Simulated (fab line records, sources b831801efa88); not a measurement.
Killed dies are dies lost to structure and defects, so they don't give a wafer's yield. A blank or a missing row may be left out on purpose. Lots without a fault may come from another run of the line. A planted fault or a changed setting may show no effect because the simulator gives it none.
Which tool did it? | flow sky130 | 10 lots, 30 wafers sampled, at 5 steps of a route of 708

WHAT THE GAUGES READ, wafer by wafer
SKY_LOCAL_INTERCONNECT_RS_MEAS_01: measures by four-point-probe.
lot  | measured     | on            | LOCAL_INTERCONNECT_TIN_RS (ohm/sq)
L621 | day 30 15:08 | film_metro-03 | 14.11 14.03 13.96
L623 | day 31 14:59 | film_metro-01 | 14.08 14.42 14.40
L626 | day 32 03:22 | film_metro-01 | 13.96 14.19 14.13
L631 | day 34 05:32 | film_metro-03 | 14.12 14.31 13.82
L632 | day 34 09:48 | film_metro-01 | 13.99 14.27 14.29
L633 | day 34 15:05 | film_metro-04 | 14.04 14.06 14.04
L634 | day 34 15:23 | film_metro-03 | 14.19 14.17 14.23
L635 | day 35 07:59 | film_metro-04 | 14.01 14.12 13.97
L641 | day 37 04:35 | film_metro-03 | 14.26 13.80 16.42
L643 | day 37 15:51 | film_metro-03 | 16.48 14.24 14.08

SKY_LOCAL_INTERCONNECT_THK_MEAS_02: measures by xrf.
lot  | measured     | on            | LOCAL_INTERCONNECT_TIN_THK (nm)
L621 | day 30 15:14 | film_metro-03 | 100.1 101.1 101.3
L623 | day 31 15:06 | film_metro-01 | 100.8 99.1 99.0
L626 | day 32 03:29 | film_metro-01 | 101.9 100.7 100.5
L631 | day 34 05:39 | film_metro-03 | 99.9 98.7 101.8
L632 | day 34 09:55 | film_metro-01 | 101.8 99.9 99.3
L633 | day 34 15:11 | film_metro-04 | 100.5 100.3 100.5
L634 | day 34 15:29 | film_metro-03 | 99.9 99.6 99.4
L635 | day 35 08:06 | film_metro-04 | 101.0 101.0 101.7
L641 | day 37 04:42 | film_metro-03 | 99.6 103.0 87.5
L643 | day 37 15:58 | film_metro-03 | 86.8 99.4 100.6

SKY_LOCAL_INTERCONNECT_OVL_MEAS_12.
lot  | measured     | on         | LOCAL_INTERCONNECT_OVL (nm)
L621 | day 31 19:56 | overlay-02 | -4 -2 -1
L623 | day 32 19:50 | overlay-01 | 0 -1 -2
L626 | day 33 06:50 | overlay-02 | 6 5 7
L631 | day 35 08:53 | overlay-02 | 3 0 0
L632 | day 35 12:47 | overlay-02 | -8 -6 -13
L633 | day 35 18:05 | overlay-01 | 5 3 2
L634 | day 35 18:28 | overlay-02 | 7 6 4
L635 | day 36 10:55 | overlay-01 | -4 0 -6
L641 | day 38 06:46 | overlay-02 | 9 8 4
L643 | day 38 17:40 | overlay-01 | 3 -2 -7

WHICH TOOL RAN EACH LOT (tool, then ch and the chambers of the sampled wafers, then the start)
lot  | SKY_LDD_LDN_STRIP_12                 | SKY_LOCAL_INTERCONNECT_SPUTTER_00
L621 | plasma_asher-03 ch 0,1, day 24 05:31 | pvd_sputter-01, day 30 15:02
L623 | plasma_asher-02 ch 0,1, day 25 06:03 | pvd_sputter-01, day 31 14:55
L626 | plasma_asher-04 ch 1, day 25 21:41   | pvd_sputter-02, day 32 03:17
L631 | plasma_asher-03 ch 0,1, day 28 01:32 | pvd_sputter-01, day 34 05:28
L632 | plasma_asher-03 ch 0, day 28 05:05   | pvd_sputter-01, day 34 09:44
L633 | plasma_asher-04 ch 0,1, day 28 12:29 | pvd_sputter-04, day 34 15:00
L634 | plasma_asher-03 ch 0,1, day 28 13:05 | pvd_sputter-02, day 34 15:18
L635 | plasma_asher-02 ch 0,1, day 29 06:03 | pvd_sputter-02, day 35 07:55
L641 | plasma_asher-04 ch 0,1, day 31 03:32 | pvd_sputter-01, day 37 04:31
L643 | plasma_asher-02 ch 0,1, day 31 16:45 | pvd_sputter-01, day 37 15:46
- SKY_LDD_LDN_STRIP_12: strips in O2/N2.
- SKY_LOCAL_INTERCONNECT_SPUTTER_00: material TiN, target thk 100 nm, time 83.3 s.

WHAT THE TOOLS THEMSELVES READ (means of the sampled wafers that have a number; where no wafer has one, the mark that the record gives instead)
SKY_LDD_LDN_STRIP_12.
lot  | tool            | drypump_motor_current_A (A) | oes_product_au (a.u.) | strip_time_to_endpoint_s (s)
L621 | plasma_asher-03 | 5.61                        | 0.712                 | 14.14
L623 | plasma_asher-02 | 5.88                        | 0.716                 | 14.23
L626 | plasma_asher-04 | 5.78                        | 0.718                 | 14.14
L631 | plasma_asher-03 | 5.41                        | 0.717                 | 14.17
L632 | plasma_asher-03 | 5.81                        | 0.716                 | 14.22
L633 | plasma_asher-04 | 5.94                        | 0.720                 | 14.14
L634 | plasma_asher-03 | 5.40                        | 0.715                 | 14.19
L635 | plasma_asher-02 | 5.82                        | 0.713                 | 14.20
L641 | plasma_asher-04 | 5.86                        | 0.717                 | 14.18
L643 | plasma_asher-02 | 5.89                        | 0.715                 | 14.13

SKY_LOCAL_INTERCONNECT_SPUTTER_00.
lot  | tool           | chamber_pressure_pa (Pa) | susceptor_temp_C (C) | throttle_valve_pct (%)
L621 | pvd_sputter-01 | 0.3996                   | 299.97               | 28.8
L623 | pvd_sputter-01 | 0.3996                   | 300.09               | 29.5
L626 | pvd_sputter-02 | 0.4004                   | 299.92               | 30.2
L631 | pvd_sputter-01 | 0.3994                   | 300.09               | 29.6
L632 | pvd_sputter-01 | 0.3995                   | 299.98               | 28.6
L633 | pvd_sputter-04 | 0.4002                   | 299.89               | 30.0
L634 | pvd_sputter-02 | 0.3999                   | 299.94               | 30.4
L635 | pvd_sputter-02 | 0.4001                   | 300.03               | 30.5
L641 | pvd_sputter-01 | 0.3995                   | 299.73               | 29.6
L643 | pvd_sputter-01 | 0.4000                   | 299.99               | 29.7

THE ANSWER, worked out from the rows above alone
Rule: what is usual is taken from the lots themselves. Put in order of their means at a reading, lots are off if they are a third of the lots or fewer, leave a main group of 4 or more, and stand apart from it by a gap of 3 or more times the standard deviation of the main group's means; of several such gaps the widest counts. A main group whose means are all the same, to the digits that the tables above print for the reading, isn't used. A lot without any number at a reading at which 4 lots or more have one is off too. The other lots that the step has rows for count as sound. The gauges are gone through in route order, then the tools' own readings, and for those a lot's mean is taken as printed above. The first step at which some lot is off is used, and at that step the reading that is off furthest; a lot without a number counts as furthest.
Off: L641, L643, at SKY_LOCAL_INTERCONNECT_RS_MEAS_01 (LOCAL_INTERCONNECT_TIN_RS). The main group: mean 14.12 ohm/sq, standard deviation 0.09.
A tool fits if, at a process step before that reading, it ran every lot that is off, and no sound lot after the first of them. The gauges at SKY_LOCAL_INTERCONNECT_RS_MEAS_01 are tried like those tools. Can't be told from this: 2 tools fit, pvd_sputter-01 at SKY_LOCAL_INTERCONNECT_SPUTTER_00, film_metro-03 at SKY_LOCAL_INTERCONNECT_RS_MEAS_01.

WHAT THE SIMULATOR HAD PUT IN
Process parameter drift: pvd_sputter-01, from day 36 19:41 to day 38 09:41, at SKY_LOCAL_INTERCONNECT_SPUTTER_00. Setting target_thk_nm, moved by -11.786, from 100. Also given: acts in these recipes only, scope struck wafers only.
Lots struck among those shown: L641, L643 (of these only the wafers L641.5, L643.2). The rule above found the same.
